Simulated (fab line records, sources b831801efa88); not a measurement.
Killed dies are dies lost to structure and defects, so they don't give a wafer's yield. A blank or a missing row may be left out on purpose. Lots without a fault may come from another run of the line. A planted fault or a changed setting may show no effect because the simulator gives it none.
fab line records | flow sky130
record lots=6 wafers=18 last_day=49
route steps=708 shown GATE_OXIDE@197 POLY_GATE@204 RES_PROTECT@206 PAD_OPEN@708
lots that met no fault: from a run of the same line without faults
start_h: hours from the record's first day to the start of the lot's first wafer shown | wait_h: hours since the lot's step before | " the same as in the row above | L1.1+2: a row that stands for several wafers | - no value, or no start given | * or withheld: withheld | < > ~ a bound
route shown NAME@n: a module of which the file shows steps, and the number in the route of the first | usual: mean/standard deviation of fault-free wafers | same: alike in all rows | chamber/n: place in a boat | sites: the reading at each site | _std_site: their standard deviation | _edge_site: outer sites' mean less inner sites' | radius_mm: how far each site lies from the wafer's centre | mask NAME#n: copy n | behind: the tool/chamber that last shaped the wafer | hold: why the lot was held/for how many hours/how that ended | device: the transistor (n, p or np) that didn't switch | end of line: the same wafers' tests at the end of the route | a step without rows: its recipe alone | killed: dies lost to structure and defects at the first sort, not the wafer's yield | map: a wafer's dies, x killed, . not, _ none there
set.NAME: the setting as run; set.NAME@STEP: as run at that earlier step | model.NAME: the simulator's own value behind a step, which no gauge read
lots at some steps of the route; a table a step, a row a wafer
services: from which hour (start_h, from the record's first day; less than 0 if before it) a tool's chamber was out of use, for how many hours, and why
## steps
# step SKY_GATE_OXIDE_OVL_MEAS_10
# usual GATE_OXIDE_OVL=0.8/1.1
# columns lot.wafer tool chamber start_h wait_h GATE_OXIDE_OVL[nm]
L988.3 overlay-02 - 388.86 0.1 0.7
L988.5 " - " " 1.9
L988.6 " - " " 1.4
L990.1 overlay-01 - 401.01 0.1 1.1
L990.5 " - " " 1.0
L990.6 " - " " 1.2
L992.1 overlay-02 - 418.75 0.1 2.0
L992.2 " - " " 2.3
L992.3 " - " " 2.3
L994.1 overlay-01 - 434.87 0.1 -1.3
L994.2 " - " " -1.9
L994.5 " - " " 0.7
L997.1 overlay-01 - 461.46 0.1 0.8
L997.4 " - " " 2.4
L997.5 " - " " 0.8
L998.1 overlay-01 - 474.96 0.1 2.2
L998.3 " - " " 1.9
L998.4 " - " " 2.7
# step SKY_GATE_OXIDE_IMPLANT_11
# recipe species=B energy_kev=10 dose_cm2=2.6e+12 tilt_deg=withheld
# step SKY_GATE_OXIDE_WET_ETCH_12
# recipe chemistry=dHF target_depth_nm=16.8 dry=n2_spin target=SiO2 dilution=100:1 temp_c=25 time_s=336
# step SKY_GATE_OXIDE_STRIP_13
# recipe chemistry=O2/N2 power_w=1400 pressure_mtorr=1500 platen_temp_c=withheld o2_flow_sccm=3000 n2_flow_sccm=300 overash_fraction=0.5
# usual drypump_motor_current_A=5.8/0.45 n2_flow_sccm=300.0/0.89 oes_product_au=0.715/0.0046 strip_time_to_endpoint_s=14.16/0.038
# same overash_fraction=0.5
# columns lot.wafer tool chamber start_h wait_h drypump_motor_current_A n2_flow_sccm oes_product_au rf_hours_counter_h strip_time_to_endpoint_s
L988.3 plasma_asher-02 1 389.17 0.0 5.7 301.0 0.713 - 14.18
L988.5 " 0 " " 5.7 299.1 0.710 - 14.11
L988.6 " 1 " " 5.7 300.9 0.711 - 14.12
L990.1 plasma_asher-02 1 401.30 0.0 5.7 300.0 0.713 72 14.13
L990.5 " 0 " " 5.7 299.4 0.716 - 14.17
L990.6 " 1 " " 5.7 299.2 0.713 - 14.17
L992.1 plasma_asher-02 0 419.04 0.0 5.6 299.6 0.721 73 14.12
L992.2 " 1 " " 5.7 300.4 0.711 73 14.19
L992.3 " 0 " " 5.6 300.0 0.716 - 14.11
L994.1 plasma_asher-02 0 435.17 0.0 5.7 299.8 0.716 0 14.21
L994.2 " 1 " " 5.7 299.4 0.720 0 14.15
L994.5 " 1 " " 5.7 299.9 0.711 - 14.12
L997.1 plasma_asher-02 0 461.75 0.0 5.6 299.8 0.713 3 14.17
L997.4 " 0 " " 5.7 299.6 0.720 - 14.19
L997.5 " 1 " " 5.7 301.5 0.722 - 14.18
L998.1 plasma_asher-03 0 475.26 0.0 6.1 298.7 0.708 77 14.20
L998.3 " 0 " " 6.1 300.2 0.719 - 14.16
L998.4 " 1 " " 5.8 299.4 0.719 - 14.19
# step SKY_GATE_OXIDE_TW_MEAS_14
# usual GATE_OXIDE_TW=222.9/1.2
# columns lot.wafer tool chamber start_h wait_h GATE_OXIDE_TW
L988.3 film_metro-01 - 389.26 0.1 222.6
L988.5 " - " " 223.0
L988.6 " - " " 221.7
L990.1 film_metro-01 - 401.40 0.1 221.9
L990.5 " - " " 223.6
L990.6 " - " " 220.7
L992.1 film_metro-01 - 419.14 0.1 221.1
L992.2 " - " " 221.4
L992.3 " - " " 221.8
L994.1 film_metro-01 - 435.27 0.1 222.3
L994.2 " - " " 222.6
L994.5 " - " " 222.4
L997.1 film_metro-03 - 461.85 0.1 221.7
L997.4 " - " " 222.3
L997.5 " - " " 220.9
L998.1 film_metro-02 - 475.36 0.1 222.9
L998.3 " - " " 223.3
L998.4 " - " " 223.6
# step SKY_GATE_OXIDE_CLEAN_15
# recipe chemistry=SC1/SC2 mix=1:4:20 temp_c=70 time_s=150 dry=n2_spin
# step SKY_GATE_OXIDE_OXIDATION_16
# recipe temp_c=800 ambient=O2 idle_temp_c=700 ramp_up_c_per_min=10 ramp_down_c_per_min=3 stabilise_s=600 purge_s=300 target_thk_a=35.7 ox_time_s=1915
# step SKY_POLY_GATE_CVD_00
# recipe material=poly-Si target_thk_nm=180 temp_c=620 time_s=720 pressure_mtorr=200
# step SKY_POLY_GATE_THK_MEAS_01
# recipe reads=poly-Si_of_POLY_GATE_CVD_00
# usual POLY_GATE_CVD_00_THK=180.3/1.6
# columns lot.wafer tool chamber start_h wait_h POLY_GATE_CVD_00_THK[nm]
L988.3 film_metro-04 - 393.02 0.0 176.7
L988.5 " - " " 178.6
L988.6 " - " " 177.9
L990.1 film_metro-01 - 404.24 0.0 179.8
L990.5 " - " " 180.3
L990.6 " - " " 180.2
L992.1 film_metro-01 - 423.51 0.0 182.8
L992.2 " - " " 182.6
L992.3 " - " " 181.3
L994.1 film_metro-03 - 439.09 0.0 179.0
L994.2 " - " " 179.4
L994.5 " - " " 179.2
L997.1 film_metro-01 - 468.12 0.0 181.2
L997.4 " - " " 181.3
L997.5 " - " " 181.2
L998.1 film_metro-01 - 479.27 0.0 178.1
L998.3 " - " " 177.6
L998.4 " - " " 179.5
# step SKY_RES_PROTECT_DEHYDRATE_00
# recipe temp_c=200 time_s=60
# step SKY_RES_PROTECT_HMDS_01
# recipe prime_time_s=60 prime_temp_c=120
# step SKY_RES_PROTECT_COAT_02
# recipe resist=NOVOLAK spin_rpm=3000 resist_thk_nm=1140
# step SKY_RES_PROTECT_SOFTBAKE_03
# recipe temp_c=90 time_s=60 resist=NOVOLAK
# usual heater_power_total_W=56.60/0.041
# columns lot.wafer tool chamber start_h wait_h heater_power_total_W
L988.3 litho_track-03 0 406.62 0.1 56.63
L988.5 " 0 " " 56.58
L988.6 " 0 " " 60.09
L990.1 litho_track-03 0 419.32 0.1 56.59
L990.5 " 0 " " 56.62
L990.6 " 0 " " 60.06
L992.1 litho_track-01 0 438.15 0.1 56.60
L992.2 " 0 " " 56.54
L992.3 " 0 " " 56.63
L994.1 litho_track-02 0 454.22 0.1 56.68
L994.2 " 0 " " 56.67
L994.5 " 0 " " 56.60
L997.1 litho_track-03 0 483.17 0.1 56.60
L997.4 " 0 " " 56.57
L997.5 " 0 " " 56.57
L998.1 litho_track-01 0 494.15 0.1 56.68
L998.3 " 0 " " 56.66
L998.4 " 0 " " 56.59
# step SKY_RES_PROTECT_EXPOSE_04
# recipe mask_id=RPM na=0.6 source_shape=conventional sigma_outer=0.6 polarization=unpolarized target_cd_nm=1270 dose_mj=131
# step SKY_PAD_OPEN_PROBE_99
# usual killed_at_M0_to_M3=42/6.1 killed_at_M4_up=3.3/1.7 killed_at_contacts=25/5.4 killed_at_front_end=16/4.6 killed_at_other=0.4/0.55 killed_dies=87/8.8 killed_open=47/7.1 killed_short=40/5.8
# same gross_dies=492 killed_at_back_side=0
# columns lot.wafer tool chamber start_h wait_h killed_at_M0_to_M3 killed_at_M4_up killed_at_contacts killed_at_front_end killed_at_other killed_dies killed_open killed_short
L990.1 prober-02 - 1138.85 0.2 37 2 21 10 0 70 34 36
L990.5 prober-02 - 1139.05 0.3 45 6 28 10 0 89 53 36
L990.6 prober-02 - 1139.10 0.4 42 3 31 13 0 89 40 49
L992.1 prober-02 - 1149.86 0.1 45 2 14 11 0 72 33 39
L992.2 prober-02 - 1149.91 0.1 40 4 23 19 0 86 44 42
L992.3 prober-02 - 1149.96 0.2 42 5 28 11 1 87 49 38
L994.1 prober-01 - 1156.41 0.1 41 2 24 11 0 78 42 36
L994.2 prober-01 - 1156.46 0.1 37 6 34 16 0 93 53 40
L994.5 prober-01 - 1156.61 0.2 44 2 23 18 0 87 57 30
L997.1 prober-01 - 1176.05 0.1 33 2 21 17 0 73 32 41
# killed by level:class
L990.1 METAL2:geometric_particle:short=8 CONTACT:geometric_particle:open=8 VIA1:geometric_particle:open=7 VIA3:geometric_particle:open=6 LI_CONTACT:geometric_particle:open=5 LOCAL_INTERCONNECT:geometric_particle:short=4 METAL3:geometric_particle:short=4 FIELD_ISO:geometric_particle:short=3
L990.5 VIA1:geometric_particle:open=15 VIA1:geometric_particle:short=7 VIA3:geometric_particle:open=7 CONTACT:geometric_particle:open=7 LI_CONTACT:geometric_particle:open=6 LOCAL_INTERCONNECT:geometric_particle:short=6 CONTACT:geometric_particle:short=5 VIA2:geometric_particle:open=5
L990.6 VIA1:geometric_particle:open=13 CONTACT:geometric_particle:open=9 METAL2:geometric_particle:short=9 VIA1:geometric_particle:short=9 LI_CONTACT:geometric_particle:short=7 LI_CONTACT:geometric_particle:open=5 CONTACT:geometric_particle:short=5 POLY_GATE:geometric_particle:open=4
L992.1 METAL1:geometric_particle:short=8 METAL2:geometric_particle:short=8 CONTACT:geometric_particle:short=6 POLY_GATE:geometric_particle:open=5 CONTACT:geometric_particle:open=5 VIA2:geometric_particle:open=5 VIA1:geometric_particle:open=4 METAL2:geometric_particle:open=4
L992.2 CONTACT:geometric_particle:open=8 VIA2:geometric_particle:open=7 LOCAL_INTERCONNECT:geometric_particle:short=6 METAL2:geometric_particle:short=6 VIA1:geometric_particle:open=6 POLY_GATE:geometric_particle:open=5 METAL1:geometric_particle:short=5 FIELD_ISO:geometric_particle:open=4
L992.3 VIA3:geometric_particle:open=12 VIA1:geometric_particle:open=11 CONTACT:geometric_particle:open=7 LI_CONTACT:geometric_particle:short=6 LOCAL_INTERCONNECT:geometric_particle:short=6 FIELD_ISO:geometric_particle:short=5 CONTACT:geometric_particle:short=5 VIA2:geometric_particle:open=5
L994.1 CONTACT:geometric_particle:open=13 VIA1:geometric_particle:open=12 VIA1:geometric_particle:short=6 METAL2:geometric_particle:short=5 LI_CONTACT:geometric_particle:open=4 VIA2:geometric_particle:open=4 CONTACT:geometric_particle:short=4 METAL1:geometric_particle:short=4
L994.2 CONTACT:geometric_particle:open=12 LI_CONTACT:geometric_particle:open=9 CONTACT:geometric_particle:short=8 VIA1:geometric_particle:open=8 FIELD_ISO:geometric_particle:open=7 VIA1:geometric_particle:short=5 VIA3:geometric_particle:open=5 METAL4:geometric_particle:short=5
L994.5 VIA1:geometric_particle:open=11 CONTACT:geometric_particle:open=10 LI_CONTACT:geometric_particle:open=8 VIA3:geometric_particle:open=8 FIELD_ISO:geometric_particle:open=7 VIA2:geometric_particle:open=6 METAL2:geometric_particle:short=5 VIA1:geometric_particle:short=4
L997.1 VIA1:geometric_particle:open=9 FIELD_ISO:geometric_particle:open=6 CONTACT:geometric_particle:short=6 LI_CONTACT:geometric_particle:open=6 VIA1:geometric_particle:short=6 METAL2:geometric_particle:short=5 FIELD_ISO:geometric_particle:short=4 LI_CONTACT:geometric_particle:short=4
## services
# columns tool chamber start_h hours kind
plasma_asher-02 - 376.96 10.0 repair
plasma_asher-03 - 387.40 5.2 repair
plasma_asher-02 - 421.25 9.0 pm
plasma_asher-02 0 421.25 9.0 vent_cycle
plasma_asher-02 1 421.25 9.0 vent_cycle
plasma_asher-02 0 430.25 - clean
plasma_asher-02 1 430.25 - clean
plasma_asher-03 - 464.08 0.7 repair
## key
first_sign step=SKY_RES_PROTECT_SOFTBAKE_03 reading=heater_power_total_W direction=up sigmas=85 usual=* struck=*
effect none on later readings
met_at SKY_RES_PROTECT_SOFTBAKE_03
struck_wafers L988.6,L990.6
tester_left_out L988,L990
fault kind=process_parameter_drift tool=litho_track-03 chamber=- onset_h=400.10 steps=SKY_RES_PROTECT_SOFTBAKE_03 channel=time_s offset=* shape=step end_h=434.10 scope=struck_wafers_only acts_in=* stated=*
# tester_left_out: of these lots the tester's yield and bins aren't shown, on N5 and GAA mostly nor the transistor test; their killed dies are dies lost to structure and defects alone, not to doping, threshold or leakage, so they don't give the yield
